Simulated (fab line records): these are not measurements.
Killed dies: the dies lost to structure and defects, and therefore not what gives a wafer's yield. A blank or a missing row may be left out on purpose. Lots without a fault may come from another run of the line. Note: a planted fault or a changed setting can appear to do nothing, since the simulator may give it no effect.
Comparing a struck lot with a sound one | flow gf180mcu | 16 out of 602 route steps
Sound: wafers L303.2, L303.5, L303.6. Struck: wafer L314.5 (L314.3, L314.6, from the same lot, were not struck and are left out); the cause is given at the end.
For every step that has rows: the tool of each side, followed by ch and its chambers, followed by its first start. Under that, the readings that differ: sound wafers | struck wafers | difference of the means | sigmas: that difference in standard deviations of wafers without a fault.
alike: words and numbers the same on both sides, and readings whose means are apart by under 2 such deviations; not compared: readings that were withheld, readings missing a value for some wafer, numbers with overlapping values and no deviation given by the record, and bounds like >300 which may hide the same value.
Wherever a step has rows on one side only, a row that says differs or no value, or a row with sigmas, the two part there. Numbers that have no deviation but don't overlap get no sigmas and don't part them. Lack of a reading on every wafer of one side parts them only where that side has two or more wafers.

first, 6 steps without rows for these wafers: GF_M3_HMDS_08 (prime time 60 s); GF_M3_COAT_09 (resist thk 990.7 nm); GF_M3_SOFTBAKE_10 (time 60 s); GF_M3_EXPOSE_11 (exposes mask Metal3, target cd 280 nm); GF_M3_PEB_12 (peb time 90 s); GF_M3_DEVELOP_13 (develop time 60 s).
GF_M3_CD_MEAS_14: the cd target is 280 nm.
  sound on cd sem-01, day 22 08:58; struck on cd sem-01, day 26 07:00
  alike: cd nm
GF_M3_OVL_MEAS_15:
  sound on overlay-02, day 22 09:04; struck on overlay-01, day 26 07:05
  alike: M3_OVL
GF_M3_METAL_ETCH_16: etches the open film in Cl2/BCl3, stops on SiO2, target depth 627.5 nm, time 104.6 s.
  sound on rie metal-01 ch 0,1, day 22 09:06; struck on rie metal-02 ch 1, day 26 07:09
  reading                     | sound                | struck | difference | sigmas
  drypump motor current A (A) | 6.1 6.4 6.1          | 5.1    | -1.1       | -2
  throttle valve pct (%)      | 28.249 28.248 28.254 | 28.273 | +0.023     | +2
  alike: bias w, oes product au, rf fwd power W
  not compared: rf hours counter h
GF_M3_STRIP_17: strips in O2/N2.
  sound on plasma asher-03 ch 0,1, day 22 09:13; struck on plasma asher-03 ch 0, day 26 07:16
  alike: drypump motor current A, heater power w, oes product au, strip time to endpoint s
  not compared: rf hours counter h
then, 2 steps without rows for these wafers: GF_M3_STRIP_18 (strips in post etch residue remover, time 1200 s); GF_M3_CLEAN_19 (cleans in DIW).
GF_V3_CVD_00: deposits SiO2, target thk 600 nm, time 100 s.
  sound on hdpcvd-01 ch 0,1, day 22 09:45; struck on hdpcvd-01 ch 2, day 26 07:46
  reading                             | sound             | struck | difference | sigmas
  sih4 flow sccm (sccm)               | 60.16 59.97 60.08 | 51.37  | -8.70      | -46
  model.SiO2_of_V3_CVD_00.thk nm (nm) | 600.2 616.7 605.3 | 512.8  | -94.6      |
  alike: pressure mtorr
GF_V3_THK_MEAS_01:
  sound on film metro-01, day 22 09:50; struck on film metro-02, day 26 07:51
  reading            | sound       | struck | difference | sigmas
  V3_CVD_00_THK (nm) | 601 616 606 | 513    | -95        | -15
GF_V3_CVD_02: deposits SiO2 from TEOS, target thk 850 nm, time 94.851 s.
  sound on pecvd-02 ch 0,2, day 22 09:53; struck on pecvd-02 ch 1, day 26 07:53
  alike: heater power w, rf fwd power W
  not compared: since wet clean h
GF_PASSIVATION_PROBE_99:
  sound wafers here have rows in the record (prober-01, day 29 22:22); struck ones have none

## WHERE THEY PART
Last at GF_PASSIVATION_PROBE_99 as far as this record goes, first at GF_M3_METAL_ETCH_16.

WHY: what the simulator had put in
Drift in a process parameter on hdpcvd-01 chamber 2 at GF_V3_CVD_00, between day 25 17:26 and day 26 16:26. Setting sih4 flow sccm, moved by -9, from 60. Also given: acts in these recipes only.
